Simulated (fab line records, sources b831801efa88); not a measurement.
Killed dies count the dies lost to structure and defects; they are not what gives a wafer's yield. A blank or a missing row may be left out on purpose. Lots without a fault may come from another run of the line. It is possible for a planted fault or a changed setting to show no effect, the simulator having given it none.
Which tool is to blame?    flow sky130    12 lots, 36 wafers sampled, at 3 steps of a route of 708

WHAT THE GAUGES SHOWED, per wafer
SKY_CAP2M_THK_MEAS_01.
lot   measured      on             CAP2M_CVD_00_THK (nm)
L851  day 39 08:08  film_metro-03  15.18 15.59 15.60
L852  day 40 03:34  film_metro-03  15.42 15.40 15.74
L854  day 40 08:31  film_metro-03  15.44 15.54 15.43
L855  day 40 14:38  film_metro-03  15.47 15.18 15.13
L856  day 41 04:37  film_metro-03  15.28 15.48 15.26
L857  day 41 15:35  film_metro-02  15.42 15.67 15.58
L858  day 41 23:07  film_metro-03  15.38 15.70 15.90
L859  day 42 07:34  film_metro-03  15.42 15.50 15.60
L860  day 42 16:26  film_metro-03  15.32 15.62 15.36
L864  day 43 14:32  film_metro-02  15.08 15.08 15.34
L866  day 43 21:20  film_metro-04  15.58 15.63 15.80
L871  day 45 07:35  film_metro-02  15.35 15.35 15.62

SKY_CAP2M_OVL_MEAS_12.
lot   measured      on          CAP2M_OVL (nm)
L851  day 40 08:25  overlay-01  -0.1 -1.2 0.2
L852  day 41 04:34  overlay-02  -1.7 -0.3 -1.3
L854  day 41 08:31  overlay-01  1.5 -2.0 -1.1
L855  day 41 14:34  overlay-01  -0.3 0.4 -1.9
L856  day 42 04:31  overlay-02  -2.8 -0.3 -1.2
L857  day 42 15:34  overlay-01  -1.2 -1.7 -0.4
L858  day 42 22:32  overlay-01  -1.7 -2.6 -2.0
L859  day 43 06:52  overlay-02  0.7 -0.3 -0.5
L860  day 43 15:42  overlay-01  -3.8 -3.1 -4.4
L864  day 44 12:57  overlay-01  -2.8 -1.9 -1.8
L866  day 44 19:22  overlay-01  0.1 -1.6 -0.6
L871  day 46 04:30  overlay-01  -2.6 -2.8 -1.3

EACH LOT AND THE TOOL THAT RAN IT (in order: tool; ch and the chambers of the sampled wafers; start)
lot   SKY_VIA3_SPUTTER_20
L851  pvd_sputter-04, day 39 07:17
L852  pvd_sputter-01, day 40 02:43
L854  pvd_sputter-04, day 40 07:40
L855  pvd_sputter-02, day 40 13:47
L856  pvd_sputter-04, day 41 03:31
L857  pvd_sputter-02, day 41 14:16
L858  pvd_sputter-01, day 41 22:15
L859  pvd_sputter-01, day 42 06:43
L860  pvd_sputter-02, day 42 15:36
L864  pvd_sputter-04, day 43 13:42
L866  pvd_sputter-02, day 43 20:29
L871  pvd_sputter-02, day 45 06:43
- SKY_VIA3_SPUTTER_20: material TiN, target thk 20 nm, time 80 s.

WHAT THE TOOLS THEMSELVES READ (means of the sampled wafers that have a number; where no wafer has one, the mark that the record gives instead)
SKY_VIA3_SPUTTER_20.
lot   tool            throttle_valve_pct (%)
L851  pvd_sputter-04  30.7
L852  pvd_sputter-01  31.4
L854  pvd_sputter-04  31.0
L855  pvd_sputter-02  29.7
L856  pvd_sputter-04  31.0
L857  pvd_sputter-02  28.8
L858  pvd_sputter-01  30.0
L859  pvd_sputter-01  30.5
L860  pvd_sputter-02  28.9
L864  pvd_sputter-04  30.6
L866  pvd_sputter-02  29.6
L871  pvd_sputter-02  29.4

THE ANSWER, worked out from the rows above alone
Rule: the usual values come from the lots themselves. The widest of any qualifying gaps counts: lots, ordered by their means at a reading, are off when they make up no more than a third of the lots, leave a main group of 4 or more, and stand apart from it by 3 or more times the standard deviation of that group's means. A main group whose means are all the same, to the digits that the tables above print for the reading, isn't used. Also off: a lot with no number at a reading for which 4 or more lots have one. Any other lot the step has rows for is counted as sound. After the gauges, taken in route order, come the tools' own readings; for these a lot's mean is taken, as printed above. The first step at which some lot is off is used, and at that step the reading that is off furthest; a lot without a number counts as furthest.
No lot is off on any of the readings shown, so nothing can be concluded from this.

WHAT WAS PUT IN BY THE SIMULATOR
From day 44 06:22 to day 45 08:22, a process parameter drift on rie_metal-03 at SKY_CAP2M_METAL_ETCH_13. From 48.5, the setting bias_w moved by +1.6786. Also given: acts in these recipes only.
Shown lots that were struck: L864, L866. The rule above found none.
